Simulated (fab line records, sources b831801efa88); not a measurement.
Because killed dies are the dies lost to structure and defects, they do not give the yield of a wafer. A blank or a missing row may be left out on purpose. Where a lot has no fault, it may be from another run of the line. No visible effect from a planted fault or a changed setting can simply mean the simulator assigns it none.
Which of the tools did it? + flow gf180mcu + 12 lots, 36 wafers sampled, at 1 step of a route of 602

WHAT THE GAUGES SHOWED, per wafer
GF_M2_OVL_MEAS_15.
| lot  | measured     | on         | M2_OVL (nm) |
|------|--------------|------------|-------------|
| L075 | day 19 12:05 | overlay-02 | -1 3 -8     |
| L077 | day 20 14:40 | overlay-02 | 6 5 2       |
| L079 | day 21 05:49 | overlay-01 | -1 -5 -1    |
| L081 | day 21 22:14 | overlay-02 | 0 2 8       |
| L084 | day 23 00:19 | overlay-01 | -5 -7 -8    |
| L085 | day 23 08:33 | overlay-01 | 9 3 5       |
| L087 | day 23 21:23 | overlay-02 | 7 7 5       |
| L089 | day 24 18:55 | overlay-01 | 11 3 2      |
| L091 | day 25 10:38 | overlay-02 | 0 0 1       |
| L093 | day 25 21:22 | overlay-01 | -4 0 -6     |
| L095 | day 26 07:56 | overlay-02 | -8 -1 5     |
| L097 | day 27 01:32 | overlay-01 | 0 5 -1      |

EACH LOT AND THE TOOL THAT RAN IT (in order: tool; ch and the chambers of the sampled wafers; start)
There is no process step in the record ahead of these readings.

THE ANSWER, worked out from the rows above alone
Rule: what is usual is taken from the lots themselves. Put in order of their means at a reading, lots are off if they are a third of the lots or fewer, leave a main group of 4 or more, and stand apart from it by a gap of 3 or more times the standard deviation of the main group's means; of several such gaps the widest counts. The tables above print the reading to a certain number of digits; a main group whose means all agree to those digits is not used. A lot without any number at a reading at which 4 lots or more have one is off too. Any other lot the step has rows for is counted as sound.
No lot is off at any reading shown: from this, nothing can be told.

WHAT HAD BEEN PUT IN BY THE SIMULATOR
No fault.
